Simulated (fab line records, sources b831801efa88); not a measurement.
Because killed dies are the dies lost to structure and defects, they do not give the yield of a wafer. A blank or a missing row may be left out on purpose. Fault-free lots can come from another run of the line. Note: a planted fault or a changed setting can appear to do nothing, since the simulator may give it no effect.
The tool behind it: which one? :: flow gf180mcu :: 39 wafers from 13 lots sampled at 5 of the route's 602 steps

## WHAT EACH GAUGE READ, for each wafer
GF_VT_IMPLANT_TW_MEAS_21. Usual: for VT_IMPLANT_2_TW the level is 1226 and the standard deviation is 6.6.
lot: L912
measured: day 6 03:42
on: filmMetro-01
VT_IMPLANT_2_TW: 1224 1230 1225
flag: 

lot: L914
measured: day 6 17:55
on: filmMetro-04
VT_IMPLANT_2_TW: 1221 1218 1219
flag: 

lot: L915
measured: day 7 05:25
on: filmMetro-01
VT_IMPLANT_2_TW: 1242 1236 1237
flag: 

lot: L916
measured: day 7 15:34
on: filmMetro-01
VT_IMPLANT_2_TW: 1239 1230 1238
flag: 

lot: L917
measured: day 7 16:17
on: filmMetro-04
VT_IMPLANT_2_TW: 1225 1219 1227
flag: 

lot: L918
measured: day 7 20:18
on: filmMetro-04
VT_IMPLANT_2_TW: 1219 1227 1226
flag: 

lot: L921
measured: day 8 20:06
on: filmMetro-04
VT_IMPLANT_2_TW: 1214 1216 1216
flag: 

lot: L923
measured: day 9 02:14
on: filmMetro-03
VT_IMPLANT_2_TW: 1228 1230 1219
flag: 

lot: L927
measured: day 10 05:29
on: filmMetro-03
VT_IMPLANT_2_TW: 1096 1088 1085
flag: OFF

lot: L928
measured: day 10 13:14
on: filmMetro-04
VT_IMPLANT_2_TW: 1097 1099 1106
flag: OFF

lot: L929
measured: day 10 19:10
on: filmMetro-03
VT_IMPLANT_2_TW: 1229 1222 1221
flag: 

lot: L931
measured: day 11 07:19
on: filmMetro-03
VT_IMPLANT_2_TW: 1225 1224 1226
flag: 

lot: L935
measured: day 12 13:36
on: filmMetro-03
VT_IMPLANT_2_TW: 1223 1226 1218
flag: 

GF_VT_IMPLANT_OVL_MEAS_40. Usual: for VT_IMPLANT_03_OVL the level is 0.1 nm and the standard deviation is 1.5.
lot: L912
measured: day 7 10:14
on: overlay-02
VT_IMPLANT_03_OVL (nm): 0.9 0.6 1.4
flag: 

lot: L914
measured: day 8 01:07
on: overlay-02
VT_IMPLANT_03_OVL (nm): 0.1 1.1 0.8
flag: 

lot: L915
measured: day 8 12:39
on: overlay-01
VT_IMPLANT_03_OVL (nm): 2.3 2.4 1.7
flag: 

lot: L916
measured: day 9 00:04
on: overlay-01
VT_IMPLANT_03_OVL (nm): 0.7 -0.9 -0.8
flag: 

lot: L917
measured: day 9 01:39
on: overlay-02
VT_IMPLANT_03_OVL (nm): 1.3 -0.3 -0.1
flag: 

lot: L918
measured: day 9 06:36
on: overlay-01
VT_IMPLANT_03_OVL (nm): -1.9 -1.7 -2.1
flag: 

lot: L921
measured: day 10 05:50
on: overlay-02
VT_IMPLANT_03_OVL (nm): 2.1 2.4 0.9
flag: 

lot: L923
measured: day 10 13:22
on: overlay-02
VT_IMPLANT_03_OVL (nm): -1.0 0.4 0.5
flag: 

lot: L927
measured: day 11 18:15
on: overlay-02
VT_IMPLANT_03_OVL (nm): 0.8 1.1 1.1
flag: 

lot: L928
measured: day 12 03:30
on: overlay-01
VT_IMPLANT_03_OVL (nm): 1.1 -0.1 1.4
flag: 

lot: L929
measured: day 12 08:31
on: overlay-01
VT_IMPLANT_03_OVL (nm): 2.0 0.3 0.3
flag: 

lot: L931
measured: day 12 21:35
on: overlay-01
VT_IMPLANT_03_OVL (nm): -1.5 -3.5 -1.1
flag: 

lot: L935
measured: day 14 05:32
on: overlay-01
VT_IMPLANT_03_OVL (nm): 2.2 1.0 1.1
flag: 

GF_VT_IMPLANT_RS_MEAS_47: measurement is done with a four-point probe. Usual: for NWELL_RS the level is 487.3 ohm/sq and the standard deviation is 1.4.
lot: L912
measured: day 7 10:51
on: filmMetro-01
NWELL_RS (ohm/sq): 487.3 488.8 488.6
flag: 

lot: L914
measured: day 8 01:45
on: filmMetro-02
NWELL_RS (ohm/sq): 490.7 491.9 490.2
flag: 

lot: L915
measured: day 8 13:16
on: filmMetro-03
NWELL_RS (ohm/sq): 485.1 487.8 487.4
flag: 

lot: L916
measured: day 9 00:42
on: filmMetro-03
NWELL_RS (ohm/sq): 485.7 484.2 486.1
flag: 

lot: L917
measured: day 9 02:16
on: filmMetro-01
NWELL_RS (ohm/sq): 489.2 488.2 490.2
flag: 

lot: L918
measured: day 9 07:13
on: filmMetro-02
NWELL_RS (ohm/sq): 487.2 486.0 487.9
flag: 

lot: L921
measured: day 10 06:29
on: filmMetro-02
NWELL_RS (ohm/sq): 485.6 487.4 485.8
flag: 

lot: L923
measured: day 10 14:00
on: filmMetro-02
NWELL_RS (ohm/sq): 487.3 488.9 488.1
flag: 

lot: L927
measured: day 11 18:53
on: filmMetro-03
NWELL_RS (ohm/sq): 487.3 488.0 488.1
flag: 

lot: L928
measured: day 12 04:07
on: filmMetro-01
NWELL_RS (ohm/sq): 486.3 487.4 485.1
flag: 

lot: L929
measured: day 12 09:09
on: filmMetro-02
NWELL_RS (ohm/sq): 486.4 486.1 486.9
flag: 

lot: L931
measured: day 12 22:14
on: filmMetro-02
NWELL_RS (ohm/sq): 487.0 486.3 486.9
flag: 

lot: L935
measured: day 14 06:09
on: filmMetro-01
NWELL_RS (ohm/sq): 487.8 488.3 485.9
flag: 

## EACH LOT AND THE TOOL THAT RAN IT (in order: tool; ch and the chambers of the sampled wafers; start)
lot: L912
GF_NWELL_STRIP_10: plasmaAsher-01 ch 0,1, day 3 06:48
GF_VT_IMPLANT_IMPLANT_19: implanter-04 ch 0, day 6 03:27

lot: L914
GF_NWELL_STRIP_10: plasmaAsher-02 ch 0,1, day 3 18:01
GF_VT_IMPLANT_IMPLANT_19: implanter-03 ch 0, day 6 17:40

lot: L915
GF_NWELL_STRIP_10: plasmaAsher-02 ch 0,1, day 4 03:42
GF_VT_IMPLANT_IMPLANT_19: implanter-04 ch 0, day 7 05:10

lot: L916
GF_NWELL_STRIP_10: plasmaAsher-01 ch 0,1, day 4 12:07
GF_VT_IMPLANT_IMPLANT_19: implanter-03 ch 0, day 7 15:19

lot: L917
GF_NWELL_STRIP_10: plasmaAsher-04 ch 0,1, day 4 12:48
GF_VT_IMPLANT_IMPLANT_19: implanter-02 ch 0, day 7 16:02

lot: L918
GF_NWELL_STRIP_10: plasmaAsher-02 ch 0,1, day 4 16:48
GF_VT_IMPLANT_IMPLANT_19: implanter-02 ch 0, day 7 20:03

lot: L921
GF_NWELL_STRIP_10: plasmaAsher-04 ch 0,1, day 5 12:42
GF_VT_IMPLANT_IMPLANT_19: implanter-04 ch 0, day 8 19:53

lot: L923
GF_NWELL_STRIP_10: plasmaAsher-04 ch 0, day 5 19:00
GF_VT_IMPLANT_IMPLANT_19: implanter-03 ch 0, day 9 02:01

lot: L927
GF_NWELL_STRIP_10: plasmaAsher-02 ch 0,1, day 6 17:00
GF_VT_IMPLANT_IMPLANT_19: implanter-02 ch 0, day 10 05:16

lot: L928
GF_NWELL_STRIP_10: plasmaAsher-04 ch 0,1, day 7 00:29
GF_VT_IMPLANT_IMPLANT_19: implanter-02 ch 0, day 10 12:59

lot: L929
GF_NWELL_STRIP_10: plasmaAsher-04 ch 0,1, day 7 04:37
GF_VT_IMPLANT_IMPLANT_19: implanter-03 ch 0, day 10 18:57

lot: L931
GF_NWELL_STRIP_10: plasmaAsher-01 ch 0,1, day 7 15:57
GF_VT_IMPLANT_IMPLANT_19: implanter-03 ch 0, day 11 07:04

lot: L935
GF_NWELL_STRIP_10: plasmaAsher-02 ch 0,1, day 8 16:48
GF_VT_IMPLANT_IMPLANT_19: implanter-04 ch 0, day 12 13:21
- GF_NWELL_STRIP_10: strips in O2/N2.
- GF_VT_IMPLANT_IMPLANT_19

## AS READ BY THE TOOLS THEMSELVES (means over the sampled wafers that have a number; for cases with no such wafer, the mark the record gives instead)
GF_NWELL_STRIP_10. Usual: drypumpMotorCurrentA 5.9 A, standard deviation 0.47; heaterPowerW 345 W, standard deviation 26; oesProductAu 0.722 a.u., standard deviation 0.0042; stripTimeToEndpointS 36.91 s, standard deviation 0.086.
lot: L912
tool: plasmaAsher-01
drypumpMotorCurrentA (A): 6.5
heaterPowerW (W): 330
oesProductAu (a.u.): 0.719
stripTimeToEndpointS (s): 36.93
flag: 

lot: L914
tool: plasmaAsher-02
drypumpMotorCurrentA (A): 5.5
heaterPowerW (W): 357
oesProductAu (a.u.): 0.721
stripTimeToEndpointS (s): 36.90
flag: 

lot: L915
tool: plasmaAsher-02
drypumpMotorCurrentA (A): 5.7
heaterPowerW (W): 341
oesProductAu (a.u.): 0.724
stripTimeToEndpointS (s): 36.93
flag: 

lot: L916
tool: plasmaAsher-01
drypumpMotorCurrentA (A): 6.5
heaterPowerW (W): 330
oesProductAu (a.u.): 0.721
stripTimeToEndpointS (s): 36.87
flag: 

lot: L917
tool: plasmaAsher-04
drypumpMotorCurrentA (A): 6.1
heaterPowerW (W): 360
oesProductAu (a.u.): 0.723
stripTimeToEndpointS (s): 36.91
flag: 

lot: L918
tool: plasmaAsher-02
drypumpMotorCurrentA (A): 5.6
heaterPowerW (W): 360
oesProductAu (a.u.): 0.721
stripTimeToEndpointS (s): 36.90
flag: 

lot: L921
tool: plasmaAsher-04
drypumpMotorCurrentA (A): 5.8
heaterPowerW (W): 353
oesProductAu (a.u.): 0.723
stripTimeToEndpointS (s): 36.93
flag: 

lot: L923
tool: plasmaAsher-04
drypumpMotorCurrentA (A): 5.5
heaterPowerW (W): 340
oesProductAu (a.u.): 0.723
stripTimeToEndpointS (s): 36.88
flag: 

lot: L927
tool: plasmaAsher-02
drypumpMotorCurrentA (A): 5.7
heaterPowerW (W): 339
oesProductAu (a.u.): 0.722
stripTimeToEndpointS (s): 36.93
flag: 

lot: L928
tool: plasmaAsher-04
drypumpMotorCurrentA (A): 5.8
heaterPowerW (W): 352
oesProductAu (a.u.): 0.724
stripTimeToEndpointS (s): 37.01
flag: 

lot: L929
tool: plasmaAsher-04
drypumpMotorCurrentA (A): 5.8
heaterPowerW (W): 351
oesProductAu (a.u.): 0.718
stripTimeToEndpointS (s): 37.08
flag: 

lot: L931
tool: plasmaAsher-01
drypumpMotorCurrentA (A): 6.1
heaterPowerW (W): 309
oesProductAu (a.u.): 0.722
stripTimeToEndpointS (s): 36.75
flag: 

lot: L935
tool: plasmaAsher-02
drypumpMotorCurrentA (A): 5.5
heaterPowerW (W): 356
oesProductAu (a.u.): 0.724
stripTimeToEndpointS (s): 36.90
flag: 

GF_VT_IMPLANT_IMPLANT_19. Usual: tiltDeg 7.000 degrees, standard deviation 0.019.
lot: L912
tool: implanter-04
tiltDeg (degrees): 7.025
flag: 

lot: L914
tool: implanter-03
tiltDeg (degrees): 7.004
flag: 

lot: L915
tool: implanter-04
tiltDeg (degrees): 7.013
flag: 

lot: L916
tool: implanter-03
tiltDeg (degrees): 6.997
flag: 

lot: L917
tool: implanter-02
tiltDeg (degrees): 7.009
flag: 

lot: L918
tool: implanter-02
tiltDeg (degrees): 6.993
flag: 

lot: L921
tool: implanter-04
tiltDeg (degrees): 6.987
flag: 

lot: L923
tool: implanter-03
tiltDeg (degrees): 6.988
flag: 

lot: L927
tool: implanter-02
tiltDeg (degrees): 0.030
flag: OFF

lot: L928
tool: implanter-02
tiltDeg (degrees): 0.017
flag: OFF

lot: L929
tool: implanter-03
tiltDeg (degrees): 6.978
flag: 

lot: L931
tool: implanter-03
tiltDeg (degrees): 7.015
flag: 

lot: L935
tool: implanter-04
tiltDeg (degrees): 7.008
flag: 

## THE ANSWER, worked out from the rows above alone
Rule: a lot is off if the mean of its wafers that have a number lies more than 3 standard deviations from the usual mean. Also off: a lot with no number at a reading for which 4 or more lots have one. The other lots that the step has rows for count as sound. After the gauges, taken in route order, come the tools' own readings; for these a lot's mean is taken, as printed above. The first step at which some lot is off is used, and at that step the reading that is off furthest; a lot without a number counts as furthest.
Off: L927, L928, at GF_VT_IMPLANT_TW_MEAS_21 (VT_IMPLANT_2_TW).
A tool fits if, at a process step before that reading, it ran every lot that is off, and no sound lot after the first of them. The gauges at GF_VT_IMPLANT_TW_MEAS_21 aren't tried: what is off there is off at GF_VT_IMPLANT_IMPLANT_19 too, on other tools, and a gauge's error can't cause that. One fits: implanter-02 at GF_VT_IMPLANT_IMPLANT_19. Its last sound lot is L918 (day 7 20:03), its first lot that is off L927 (day 10 05:16): a fault that began between those two fits.
The tool's own readings at GF_VT_IMPLANT_IMPLANT_19 bear it out: on the lots that are off they differ by more than 5 times the standard deviation of the sound lots' means. tiltDeg reads 0.024 degrees there against 7.002 degrees on the sound lots.

## WHAT WAS PUT IN BY THE SIMULATOR
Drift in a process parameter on implanter-02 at GF_VT_IMPLANT_IMPLANT_19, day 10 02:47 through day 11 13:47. The setting tiltDeg was moved by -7, starting from 7. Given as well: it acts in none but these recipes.
Lots struck among those shown: L927, L928. The rule given above showed the same thing.
